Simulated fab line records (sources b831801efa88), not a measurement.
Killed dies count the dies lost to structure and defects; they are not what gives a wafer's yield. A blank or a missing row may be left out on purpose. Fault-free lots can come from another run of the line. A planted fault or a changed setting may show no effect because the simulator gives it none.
2 desks looking at one fault -- flow gf180mcu -- each desk has only its own numbers; what lay behind them comes last

== METROLOGY DESK ==
Means of the sampled wafers that have a number, per lot and without regard to the tool the lot ran on: this is what the gauges read. If a lot's mean is further than 4 standard deviations from the usual mean, the lot is out of limits and carries the mark OUT (the distance appears in the brackets).
Columns: A = V5_CVD_02_THK at GF_V5_THK_MEAS_03, usual 1453 nm
lot,first seen here,A
L425,day 26 16:32,1457
L426,day 27 04:03,1453
L427,day 27 13:31,1445
L429,day 28 06:59,1462
L430,day 28 12:47,1442
L432,day 28 23:59,1443
L433,day 29 07:27,1441
L438,day 30 15:28,1443
L439,day 30 23:02,1447
L440,day 31 04:42,1447
L445,day 32 09:35,1423
L447,day 32 19:17,1469
This desk's verdict: no lot among the 12 shows anything out of limits.

== TOOL OWNER'S DESK, rieDiel-04 ==
The tool's own readings at GF_V4_ETCH_16 (etches BARC in N2/H2): means of the sampled wafers that have a number, for each lot that ran on this tool. If a lot's mean is further than 4 standard deviations from the usual mean, the lot is out of limits and carries the mark OUT (the distance appears in the brackets).
Columns: A = drypumpMotorCurrentA at GF_V4_ETCH_16, usual 5.9 A; B = oesProductAu at GF_V4_ETCH_16, usual 0.854 a.u.; C = rfFwdPowerW at GF_V4_ETCH_16, usual 495.5 W; D = throttleValvePct at GF_V4_ETCH_16, usual 13.224 %
lot,first seen here,A,B,C,D
L425,day 24 18:58,5.8,0.850,496.1,13.226
L426,day 25 06:50,5.6,0.851,495.2,13.224
L427,day 25 16:01,5.8,0.854,494.0,13.213
L429,day 26 11:00,5.7,0.858,494.3,13.214
L430,day 26 18:26,5.7,0.852,495.8,13.228
L432,day 27 05:34,5.7,0.853,495.1,13.221
L445,day 30 19:34,5.6,0.855,495.6,13.220
L447,day 31 06:41,5.7,0.852,495.3,13.229
This desk's verdict: no lot among the 8 shows anything out of limits.

== BROUGHT TOGETHER ==
From the metrology desk's view, nothing was out of limits.
The tool owner's desk saw nothing out of limits.

== WHAT HAD BEEN PUT IN BY THE SIMULATOR ==
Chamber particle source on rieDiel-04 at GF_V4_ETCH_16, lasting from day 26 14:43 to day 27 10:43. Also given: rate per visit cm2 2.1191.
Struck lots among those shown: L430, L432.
